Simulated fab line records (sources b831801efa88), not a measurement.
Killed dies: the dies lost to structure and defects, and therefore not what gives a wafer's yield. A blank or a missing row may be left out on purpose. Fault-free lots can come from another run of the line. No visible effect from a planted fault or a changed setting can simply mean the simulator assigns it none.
Problem report, 8D (eight disciplines) form, completed by code | flow sky130 | the parts of the form that need people (team, actions taken, sign-off) are left out

1. WHAT IS WRONG
Mean LDD_HVP_TW at SKY_LDD_HVP_TW_MEAS_10: 509.8 over 6 wafers in 2 lots; fault-free wafers: 455.6, standard deviation 2.1. That is +26 standard deviations from the usual mean.
First observed at day 26 11:29: wafer L437.3, on film metro-02. The record has a number at this step for 42 wafers belonging to 14 lots. By rule, "out" or "out of limits" means more than 4 standard deviations away from the usual mean. The rest of the wafers with a number are treated as sound.

2. WHAT IT IS, AND WHAT IT ISN'T
question                    | is                           | is not
which readings at this step | LDD_HVP_TW                   | -
which lots                  | L437, L440                   | L424, L425, L426, L427, L429, L430, L432, L434, L435, L436, L438, L447
which wafers of those lots  | all that have a number       | -
read on which gauges        | film metro-02, film metro-03 | film metro-04
when                        | from day 26 11:29            | up to then (30 sound wafers); but 6 sound wafers of L438, L447 came after

3. SUSPECTS, AND WHAT RULES EACH OUT
Counting: a tool at any process step up to the reading remains a suspect when it ran all the lots that are out and ran no sound lot after the first of those.
- ruled out: the gauge at SKY_LDD_HVP_TW_MEAS_10. 2 gauges (film metro-02, film metro-03) read the wafers that are out.
- implanter-03 at SKY_LDD_HVP_IMPLANT_08: ruled out as a lasting fault. After its first lot that is out, L437 (day 26 11:14), sound lots L447 ran on it.
Left after counting: nothing in the record.

4. THE CAUSE (what the simulator had put in)
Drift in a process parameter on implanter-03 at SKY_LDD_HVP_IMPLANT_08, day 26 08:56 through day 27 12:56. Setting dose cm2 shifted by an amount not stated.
It was ruled out by counting, in error; the rule expects a fault to strike all lots run on its tool from its start on, and this fault did not.

5. THE CHAIN OF EFFECTS, in route order
Rows list readings where the struck wafers' mean (over those with a number) sits beyond 3 standard deviations from the usual. Only readings whose record carries a usual standard deviation are examined. hours: median over the lots of the time between each lot's start at the first step of this table that gives one and its start at this step. sigmas: the change, counted in usual standard deviations.
hours | step                   | reading            | usual   | on struck wafers | change   | sigmas
0     | SKY_LDD_HVP_IMPLANT_08 | dose ions cm2      | 1.7e+13 | 2.5e+13          | +7.8e+12 | +99 or more
0     | SKY_LDD_HVP_IMPLANT_08 | faraday current uA | 96.0    | 140.1            | +44.1    | +23
0     | SKY_LDD_HVP_TW_MEAS_10 | LDD_HVP_TW         | 455.6   | 509.8            | +54.2    | +26
Process steps it contains:
- SKY_LDD_HVP_IMPLANT_08

6. HOW IT WOULD HAVE BEEN CAUGHT EARLIER
The first out-of-limits reading at a measuring or inspecting step in this record came at day 26 11:29, 3 hours after the fault's start at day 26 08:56.
Tool's own readings at SKY_LDD_HVP_IMPLANT_08, dose ions cm2, faraday current uA: out on all struck wafers the step has rows for; an alarm limit on them would have tripped on the first.
